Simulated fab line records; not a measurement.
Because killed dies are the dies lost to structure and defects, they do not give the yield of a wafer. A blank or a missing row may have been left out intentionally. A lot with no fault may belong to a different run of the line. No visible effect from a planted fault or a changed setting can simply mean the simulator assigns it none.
Comparing a struck lot with a sound one    flow sky130    20 steps out of a route of 708
Sound: these wafers, L290.1, L290.3, L290.5. Wafers L299.2, L299.3, L299.6 were the ones struck. The cause is given at the end.
Per side, at each step with rows, come the tool, then ch with its chambers, and then its first start. Under that, the readings that differ: sound wafers    struck wafers    difference of the means    sigmas: that difference in standard deviations of wafers without a fault.
alike: same words and numbers on both sides, and readings whose means sit less than 2 such deviations apart. not compared: any withheld reading, any reading some wafer has no value for, any bound like >300 that may hide the same value, and any number with overlapping values for which the record gives no deviation.
Wherever a step has rows on one side only, a row that says differs or no value, or a row with sigmas, the two part there. When numbers do not overlap yet have no deviation, they are printed without sigmas and do not part them. Lack of a reading on every wafer of one side parts them only where that side has two or more wafers.

SKY_SONOS_TUNNEL_TW_MEAS_12:
  struck on filmMetro-02, day 15 12:42; sound on filmMetro-02, day 12 11:24
  alike: SONOS_TUNNEL_TW
then, 2 steps without rows for these wafers: SKY_SONOS_TUNNEL_CLEAN_13 (cleans in dHF, time 20 s); SKY_SONOS_ONO_OXIDATION_00 (stabilise 600 s, purge 300 s, target thk 2.6 nm).
SKY_SONOS_ONO_THK_MEAS_01:
  struck on filmMetro-03, day 15 22:45; sound on filmMetro-01, day 12 17:26
  alike: SONOS_ONO_OXIDATION_THK
then, 1 step without rows for these wafers: SKY_SONOS_ONO_CVD_02 (deposits Si3N4 from DCS/NH3, target thk 10.5 nm, time 180 s).
SKY_SONOS_ONO_THK_MEAS_03:
  struck on filmMetro-02, day 16 01:55; sound on filmMetro-03, day 12 22:09
  alike: SONOS_ONO_CVD_02_THK
then, 1 step without rows for these wafers: SKY_SONOS_ONO_CVD_04 (deposits SiO2 from SiH4/N2O, target thk 5.7199 nm).
SKY_SONOS_ONO_THK_MEAS_05:
  struck on filmMetro-03, day 16 03:14; sound on filmMetro-03, day 12 23:28
  alike: SONOS_ONO_CVD_04_THK
then, 4 steps without rows for these wafers: SKY_SONOS_ONO_DEHYDRATE_06 (time 60 s); SKY_SONOS_ONO_HMDS_07 (prime time 60 s); SKY_SONOS_ONO_COAT_08 (resist thk 1140 nm); SKY_SONOS_ONO_SOFTBAKE_09 (time 60 s).
SKY_SONOS_ONO_EXPOSE_10: exposes mask ONOM, target cd 410 nm.
  sound on ilineStepper-01 ch 0, day 13 15:02; struck on ilineStepper-02 ch 0, day 16 16:23
reading            sound                 struck                difference  sigmas
exposureDoseMJCm2  149.89 149.84 149.99  156.71 156.71 156.76  +6.82       +45
  alike: mask
then, 2 steps without rows for these wafers: SKY_SONOS_ONO_PEB_11; SKY_SONOS_ONO_DEVELOP_12 (develop time 60 s).
SKY_SONOS_ONO_CD_MEAS_13 targets a cd of 410 nm.
  struck on cdSem-02, day 17 06:03; sound on cdSem-01, day 14 02:52
reading    sound              struck             difference  sigmas
cdNm (nm)  407.4 409.6 410.2  398.5 400.8 401.5  -8.8        -4
SKY_SONOS_ONO_OVL_MEAS_14:
  struck on overlay-02, day 17 06:10; sound on overlay-02, day 14 02:59
  alike: SONOS_ONO_OVL
SKY_SONOS_ONO_ETCH_15: etches the open film in CHF3/O2, target depth 19.52 nm, time 7.8 s.
  sound on rieDiel-04 ch 0,1, day 14 03:01; struck on rieDiel-03 ch 0,3, day 17 06:11
reading                    sound              struck             difference  sigmas
model.SONOS_ONO.cdNm (nm)  407.3 409.5 410.1  398.6 400.8 401.7  -8.6        
  alike: chamberPressureMTorr, drypumpMotorCurrentA, oesProductAu, throttleValvePct
  not compared: rfHoursCounterH
then, 2 steps without rows for these wafers: SKY_SONOS_ONO_WET_ETCH_16 (etches SiO2 in dHF, target depth 14 nm, time 280 s); SKY_PAD_OPEN_PROBE_99.

== WHERE THEY PART ==
Earliest at SKY_SONOS_ONO_EXPOSE_10; latest, in this record, at SKY_SONOS_ONO_CD_MEAS_13. Later steps at which nothing parts them and some readings are alike: SKY_SONOS_ONO_OVL_MEAS_14, SKY_SONOS_ONO_ETCH_15.

WHY: the cause the simulator had injected
Process parameters drifting: ilineStepper-02 at SKY_SONOS_ONO_EXPOSE_10, beginning at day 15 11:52. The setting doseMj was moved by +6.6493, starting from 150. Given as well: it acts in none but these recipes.
